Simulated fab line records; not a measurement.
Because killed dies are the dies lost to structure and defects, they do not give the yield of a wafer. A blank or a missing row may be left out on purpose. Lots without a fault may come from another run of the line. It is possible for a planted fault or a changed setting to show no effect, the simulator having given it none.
Which of the tools did it? / flow gf180mcu / Sampling: 13 lots, 39 wafers, 5 of 602 route steps

WHAT THE GAUGES READ, wafer by wafer
GF_V4_BOW_MEAS_05. Usual: V4_BOW typically reads 134 um, with standard deviation 9.5.
lot=L930; measured=day 23 18:21; on=film-metro-04; V4_BOW (um)=116 121 130; flag=
lot=L932; measured=day 24 12:10; on=film-metro-04; V4_BOW (um)=139 133 150; flag=
lot=L936; measured=day 25 18:25; on=film-metro-02; V4_BOW (um)=137 140 148; flag=
lot=L935; measured=day 25 20:56; on=film-metro-03; V4_BOW (um)=142 143 133; flag=
lot=L937; measured=day 25 23:38; on=film-metro-02; V4_BOW (um)=142 137 136; flag=
lot=L938; measured=day 26 11:46; on=film-metro-03; V4_BOW (um)=125 130 133; flag=
lot=L939; measured=day 26 19:51; on=film-metro-02; V4_BOW (um)=137 139 136; flag=
lot=L941; measured=day 27 12:22; on=film-metro-03; V4_BOW (um)=133 123 129; flag=
lot=L948; measured=day 29 12:52; on=film-metro-02; V4_BOW (um)=145 143 145; flag=
lot=L949; measured=day 29 17:30; on=film-metro-04; V4_BOW (um)=153 137 168; flag=
lot=L950; measured=day 30 00:00; on=film-metro-03; V4_BOW (um)=129 132 129; flag=
lot=L951; measured=day 30 06:04; on=film-metro-03; V4_BOW (um)=145 137 137; flag=
lot=L952; measured=day 30 20:56; on=film-metro-04; V4_BOW (um)=145 139 152; flag=

GF_TOP_METAL_RS_MEAS_05: uses a four-point probe to measure. Usual: TOP_METAL_ALCU_RS typically reads 0.0327 ohm/sq, with standard deviation 0.00045.
lot=L930; measured=day 27 12:44; on=film-metro-01; TOP_METAL_ALCU_RS (ohm/sq)=0.0324 0.0325 0.0323; flag=
lot=L932; measured=day 28 04:26; on=film-metro-01; TOP_METAL_ALCU_RS (ohm/sq)=0.0326 0.0328 0.0328; flag=
lot=L936; measured=day 29 07:56; on=film-metro-01; TOP_METAL_ALCU_RS (ohm/sq)=0.0335 0.0330 0.0332; flag=
lot=L935; measured=day 29 10:53; on=film-metro-01; TOP_METAL_ALCU_RS (ohm/sq)=0.0328 0.0332 0.0328; flag=
lot=L937; measured=day 29 12:49; on=film-metro-04; TOP_METAL_ALCU_RS (ohm/sq)=0.0325 0.0326 0.0322; flag=
lot=L938; measured=day 30 00:43; on=film-metro-04; TOP_METAL_ALCU_RS (ohm/sq)=0.0325 0.0320 0.0321; flag=
lot=L939; measured=day 30 08:14; on=film-metro-02; TOP_METAL_ALCU_RS (ohm/sq)=0.0336 0.0336 0.0337; flag=
lot=L941; measured=day 30 21:50; on=film-metro-04; TOP_METAL_ALCU_RS (ohm/sq)=0.0327 0.0326 0.0326; flag=
lot=L948; measured=day 32 17:16; on=film-metro-02; TOP_METAL_ALCU_RS (ohm/sq)=0.0322 0.0328 0.0326; flag=
lot=L949; measured=day 32 20:01; on=film-metro-01; TOP_METAL_ALCU_RS (ohm/sq)=0.0326 0.0327 0.0327; flag=
lot=L950; measured=day 33 02:41; on=film-metro-02; TOP_METAL_ALCU_RS (ohm/sq)=0.0330 0.0327 0.0326; flag=
lot=L951; measured=day 33 06:25; on=film-metro-04; TOP_METAL_ALCU_RS (ohm/sq)=0.0318 0.0319 0.0311; flag=
lot=L952; measured=day 33 19:28; on=film-metro-04; TOP_METAL_ALCU_RS (ohm/sq)=0.0330 0.0328 0.0328; flag=

WHAT TOOL EACH LOT RAN ON (gives the tool, then ch and the chambers of the sampled wafers, and finally the start)
lot=L930; GF_V5_CMP_04=cmp-02 ch 0,1,2, day 26 13:58; GF_V5_ETCH_17=rie-diel-02 ch 1,3, day 27 12:40 or earlier; GF_TOP_METAL_SPUTTER_04=pvd-sputter-03, day 27 12:40
lot=L932; GF_V5_CMP_04=cmp-01 ch 0,1, day 27 06:41; GF_V5_ETCH_17=rie-diel-01 ch 0,2,3, day 28 04:25 or earlier; GF_TOP_METAL_SPUTTER_04=pvd-sputter-02, day 28 04:25
lot=L936; GF_V5_CMP_04=cmp-01 ch 0,1,3, day 28 10:45; GF_V5_ETCH_17=rie-diel-02 ch 1,2,3, day 29 07:54 or earlier; GF_TOP_METAL_SPUTTER_04=pvd-sputter-04, day 29 07:54
lot=L935; GF_V5_CMP_04=cmp-02 ch 0,1,2, day 28 13:18; GF_V5_ETCH_17=rie-diel-02 ch 1,2,3, day 29 10:49 or earlier; GF_TOP_METAL_SPUTTER_04=pvd-sputter-04, day 29 10:49
lot=L937; GF_V5_CMP_04=cmp-01 ch 0,2,3, day 28 14:58; GF_V5_ETCH_17=rie-diel-01 ch 1,3, day 29 12:46 or earlier; GF_TOP_METAL_SPUTTER_04=pvd-sputter-02, day 29 12:46
lot=L938; GF_V5_CMP_04=cmp-01 ch 2,3, day 29 04:04; GF_V5_ETCH_17=rie-diel-01 ch 0,1,3, day 30 00:41 or earlier; GF_TOP_METAL_SPUTTER_04=pvd-sputter-02, day 30 00:41
lot=L939; GF_V5_CMP_04=cmp-01 ch 1,2,3, day 29 10:32; GF_V5_ETCH_17=rie-diel-03 ch 0,1,3, day 30 08:13 or earlier; GF_TOP_METAL_SPUTTER_04=pvd-sputter-04, day 30 08:13
lot=L941; GF_V5_CMP_04=cmp-02 ch 0,1,2, day 30 01:23; GF_V5_ETCH_17=rie-diel-03 ch 0,2, day 30 21:49 or earlier; GF_TOP_METAL_SPUTTER_04=pvd-sputter-03, day 30 21:49
lot=L948; GF_V5_CMP_04=cmp-01 ch 1,2,3, day 31 22:34; GF_V5_ETCH_17=rie-diel-01 ch 0,2,3, day 32 17:10 or earlier; GF_TOP_METAL_SPUTTER_04=pvd-sputter-02, day 32 17:10
lot=L949; GF_V5_CMP_04=cmp-01 ch 0,1,2, day 32 01:17; GF_V5_ETCH_17=rie-diel-01 ch 0,3, day 32 19:59 or earlier; GF_TOP_METAL_SPUTTER_04=pvd-sputter-03, day 32 19:59
lot=L950; GF_V5_CMP_04=cmp-01 ch 0,1,2, day 32 08:37; GF_V5_ETCH_17=rie-diel-01 ch 0,1,3, day 33 02:40 or earlier; GF_TOP_METAL_SPUTTER_04=pvd-sputter-04, day 33 02:40
lot=L951; GF_V5_CMP_04=cmp-02 ch 1,2,3, day 32 12:52; GF_V5_ETCH_17=rie-diel-03 ch 2,3, day 33 06:22 or earlier; GF_TOP_METAL_SPUTTER_04=pvd-sputter-02, day 33 06:22
lot=L952; GF_V5_CMP_04=cmp-01 ch 0,1,3, day 33 02:09; GF_V5_ETCH_17=rie-diel-03 ch 0,1,2, day 33 19:26 or earlier; GF_TOP_METAL_SPUTTER_04=pvd-sputter-04, day 33 19:26
- GF_V5_CMP_04: polishes SiO2.
- GF_V5_ETCH_17: etches SiO2 in C4F8/O2/Ar, stops on TiN, target depth 855 nm.
- GF_TOP_METAL_SPUTTER_04: material TiN, target thk 25 nm, time 20.8 s.

AS READ BY THE TOOLS THEMSELVES (means over the sampled wafers that have a number; for cases with no such wafer, the mark the record gives instead)
GF_V5_CMP_04. Usual: motor-current-A 12.9 A, standard deviation 0.98; retaining-ring-pressure-frac 1.001, standard deviation 0.0052; slurry-flow-ml-min 150.0, standard deviation 0.47.
lot=L930; tool=cmp-02; motor-current-A (A)=12.0; retaining-ring-pressure-frac=1.002; slurry-flow-ml-min=150.2; flag=
lot=L932; tool=cmp-01; motor-current-A (A)=12.6; retaining-ring-pressure-frac=1.004; slurry-flow-ml-min=149.8; flag=
lot=L936; tool=cmp-01; motor-current-A (A)=13.5; retaining-ring-pressure-frac=0.998; slurry-flow-ml-min=149.7; flag=
lot=L935; tool=cmp-02; motor-current-A (A)=12.0; retaining-ring-pressure-frac=1.002; slurry-flow-ml-min=150.0; flag=
lot=L937; tool=cmp-01; motor-current-A (A)=13.1; retaining-ring-pressure-frac=1.004; slurry-flow-ml-min=150.2; flag=
lot=L938; tool=cmp-01; motor-current-A (A)=13.9; retaining-ring-pressure-frac=0.999; slurry-flow-ml-min=150.3; flag=
lot=L939; tool=cmp-01; motor-current-A (A)=13.3; retaining-ring-pressure-frac=1.000; slurry-flow-ml-min=150.2; flag=
lot=L941; tool=cmp-02; motor-current-A (A)=11.7; retaining-ring-pressure-frac=0.998; slurry-flow-ml-min=150.0; flag=
lot=L948; tool=cmp-01; motor-current-A (A)=13.6; retaining-ring-pressure-frac=0.999; slurry-flow-ml-min=149.7; flag=
lot=L949; tool=cmp-01; motor-current-A (A)=13.4; retaining-ring-pressure-frac=1.006; slurry-flow-ml-min=150.1; flag=
lot=L950; tool=cmp-01; motor-current-A (A)=13.3; retaining-ring-pressure-frac=1.000; slurry-flow-ml-min=150.2; flag=
lot=L951; tool=cmp-02; motor-current-A (A)=12.1; retaining-ring-pressure-frac=1.001; slurry-flow-ml-min=150.0; flag=
lot=L952; tool=cmp-01; motor-current-A (A)=13.2; retaining-ring-pressure-frac=1.002; slurry-flow-ml-min=150.1; flag=

GF_V5_ETCH_17. Usual: oes-product-au at 0.859 a.u., with a standard deviation of 0.0044.
lot=L930; tool=rie-diel-02; oes-product-au (a.u.)=0.861; flag=
lot=L932; tool=rie-diel-01; oes-product-au (a.u.)=0.862; flag=
lot=L936; tool=rie-diel-02; oes-product-au (a.u.)=0.863; flag=
lot=L935; tool=rie-diel-02; oes-product-au (a.u.)=0.861; flag=
lot=L937; tool=rie-diel-01; oes-product-au (a.u.)=0.974; flag=OFF
lot=L938; tool=rie-diel-01; oes-product-au (a.u.)=0.973; flag=OFF
lot=L939; tool=rie-diel-03; oes-product-au (a.u.)=0.972; flag=OFF
lot=L941; tool=rie-diel-03; oes-product-au (a.u.)=0.855; flag=
lot=L948; tool=rie-diel-01; oes-product-au (a.u.)=0.861; flag=
lot=L949; tool=rie-diel-01; oes-product-au (a.u.)=0.858; flag=
lot=L950; tool=rie-diel-01; oes-product-au (a.u.)=0.861; flag=
lot=L951; tool=rie-diel-03; oes-product-au (a.u.)=0.862; flag=
lot=L952; tool=rie-diel-03; oes-product-au (a.u.)=0.862; flag=

GF_TOP_METAL_SPUTTER_04. Usual: throttle-valve-pct at 29.9 %, with a standard deviation of 1.
lot=L930; tool=pvd-sputter-03; throttle-valve-pct (%)=30.7; flag=
lot=L932; tool=pvd-sputter-02; throttle-valve-pct (%)=29.7; flag=
lot=L936; tool=pvd-sputter-04; throttle-valve-pct (%)=30.0; flag=
lot=L935; tool=pvd-sputter-04; throttle-valve-pct (%)=29.8; flag=
lot=L937; tool=pvd-sputter-02; throttle-valve-pct (%)=29.9; flag=
lot=L938; tool=pvd-sputter-02; throttle-valve-pct (%)=30.2; flag=
lot=L939; tool=pvd-sputter-04; throttle-valve-pct (%)=29.8; flag=
lot=L941; tool=pvd-sputter-03; throttle-valve-pct (%)=30.5; flag=
lot=L948; tool=pvd-sputter-02; throttle-valve-pct (%)=29.2; flag=
lot=L949; tool=pvd-sputter-03; throttle-valve-pct (%)=29.9; flag=
lot=L950; tool=pvd-sputter-04; throttle-valve-pct (%)=30.6; flag=
lot=L951; tool=pvd-sputter-02; throttle-valve-pct (%)=29.3; flag=
lot=L952; tool=pvd-sputter-04; throttle-valve-pct (%)=29.9; flag=

THE ANSWER, worked out from the rows above alone
Rule: take the mean of a lot's wafers that have a number; if it is more than 3 standard deviations from the usual mean, the lot is off. A lot without any number at a reading at which 4 lots or more have one is off too. All remaining lots with rows at the step are treated as sound. The gauges are gone through in route order, then the tools' own readings, and for those a lot's mean is taken as printed above. At the first step where some lot is off, the reading lying furthest off is the one used; lots without a number count as furthest.
Off at GF_V5_ETCH_17 (oes-product-au): L937, L938, L939.
If a tool, at that step or one of the process steps before it, ran each lot that is off and ran no sound lot following the first of them, it fits. With no start given for some of its lots, GF_V5_ETCH_17 uses the hours and lot order of GF_TOP_METAL_SPUTTER_04. Not one of the candidates tried fits.

WHAT THE SIMULATOR HAD PUT IN
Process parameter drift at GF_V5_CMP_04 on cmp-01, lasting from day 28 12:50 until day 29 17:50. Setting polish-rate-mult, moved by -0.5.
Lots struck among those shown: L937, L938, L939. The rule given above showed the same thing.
